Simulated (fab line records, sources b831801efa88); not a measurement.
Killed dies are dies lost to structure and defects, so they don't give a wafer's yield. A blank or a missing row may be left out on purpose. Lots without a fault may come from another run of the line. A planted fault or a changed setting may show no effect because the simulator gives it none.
Split-lot experiment | flow sfq_line | 5 lots, 23 wafers read, on a route of 325 steps

THE SPLIT
At SFQ_TRILAYER_I7_VIA_BARC_OPEN_VIA_ETCH_260 (etches BARC in O2, target depth 125 nm, time 41.7 s), the setting source_w was moved away from the recipe's 500 W on 6 of the 23 wafers read, by +7.7% to +11.0%. The other wafers ran this setting at the recipe's value.

The reading is taken at the split's own step.

THE READING
KrF_of_TRILAYER_I7_VIA_LITHO_COAT_187.thk_nm (the simulator's own value, which no gauge read), in nm, at SFQ_TRILAYER_I7_VIA_BARC_OPEN_VIA_ETCH_260 (etches BARC in O2, target depth 125 nm, time 41.7 s). The file gives no usual value for it. The 17 wafers here that ran the recipe average 576.1 nm, standard deviation 1.5 nm.

wafer  | tool, chamber at the split | source_w as run, W | against the recipe | KrF_of_TRILAYER_I7_VIA_LITHO_COAT_187.thk_nm, nm | against lot-mates on the recipe
L074.2 | rie_diel-03, 3             | 500                | recipe             | 577.7                                            | -
L074.3 | rie_diel-03, 1             | 500                | recipe             | 579.2                                            | -
L074.4 | rie_diel-03, 2             | 554.8              | +11.0%             | 573.4                                            | -5.1
L074.5 | rie_diel-03, 0             | 554.8              | +11.0%             | 573.3                                            | -5.2
L074.6 | rie_diel-03, 3             | 554.8              | +11.0%             | 574.3                                            | -4.2
L075.1 | rie_diel-04, 1             | 500                | recipe             | 577.3                                            | -
L075.3 | rie_diel-04, 2             | 500                | recipe             | 576.4                                            | -
L075.4 | rie_diel-04, 3             | 500                | recipe             | 577                                              | -
L075.5 | rie_diel-04, 1             | 500                | recipe             | 577.2                                            | -
L075.6 | rie_diel-04, 2             | 500                | recipe             | 574.9                                            | -
L078.1 | rie_diel-04, 1             | 500                | recipe             | 574                                              | -
L078.2 | rie_diel-04, 2             | 500                | recipe             | 574.7                                            | -
L078.6 | rie_diel-04, 1             | 500                | recipe             | 574.5                                            | -
L080.1 | rie_diel-04, 2             | 500                | recipe             | 576.8                                            | -
L080.2 | rie_diel-04, 0             | 500                | recipe             | 577.2                                            | -
L080.4 | rie_diel-04, 3             | 500                | recipe             | 576                                              | -
L080.5 | rie_diel-04, 1             | 500                | recipe             | 577                                              | -
L080.6 | rie_diel-04, 0             | 500                | recipe             | 576.1                                            | -
L084.1 | rie_diel-02, 0             | 538.6              | +7.7%              | 570.7                                            | -3.2
L084.3 | rie_diel-02, 2             | 538.6              | +7.7%              | 572.2                                            | -1.8
L084.4 | rie_diel-02, 1             | 500                | recipe             | 572.9                                            | -
L084.5 | rie_diel-02, 3             | 500                | recipe             | 575                                              | -
L084.6 | rie_diel-02, 0             | 538.6              | +7.7%              | 569.7                                            | -4.2

THE FIT
A straight line over all 23 wafers: KrF_of_TRILAYER_I7_VIA_LITHO_COAT_187.thk_nm changes by -0.362 nm for each +1% of source_w; r = -0.66; the points scatter about the line by 1.8 nm.
The same after taking each lot's own level away (the mean of its wafers on the recipe; 23 wafers): -0.425 nm for each +1%; r = -0.92; scatter 0.78 nm.
On that fit, the largest move of source_w shifts the reading by 4.7 nm.
The lots' own levels span 573.95 to 578.45 nm, that is 2.9 times the standard deviation above.
So the lot-to-lot level blurs the effect unless lot-mates are compared.
Check: with one of the wafers moved furthest among these (+11.0%) left out of the fit, the line predicts -4.53 nm for it against its lot-mates. It came out at -5.05 nm against them.

OTHER SPLITS ON THESE WAFERS
These wafers also went through other splits before the reading. Each is held against what the fit with the lots' levels taken away leaves over:
other split on the same wafers                 | wafers away from the commonest value | r with KrF_of_TRILAYER_I7_VIA_LITHO_COAT_187.thk_nm (lot level and that fit taken away)
SFQ_TRILAYER_C5_LITHO_PEB_154 peb_time_s       | 11                                   | +0.02
SFQ_TRILAYER_M6_LITHO_COAT_164 resist_thk_nm   | 9                                    | +0.07
SFQ_TRILAYER_I6_CMP_CMP_166 leave_above_ref_nm | 10                                   | -0.07
SFQ_TRILAYER_I6_VIA_LITHO_EXPOSE_170 dose_mj   | 7                                    | +0.07
SFQ_TRILAYER_M7_LITHO_COAT_182 resist_thk_nm   | 7                                    | +0.12
SFQ_TRILAYER_I7_VIA_LITHO_COAT_192 spin_rpm    | 6                                    | +0.03
SFQ_TRILAYER_I7_VIA_LITHO_PEB_190 peb_temp_c   | 11                                   | +0.34

THE FILE'S OWN FIT
KrF_of_TRILAYER_I7_VIA_LITHO_COAT_187.thk_nm changes by -0.425 nm for each +1% of source_w, r = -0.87.
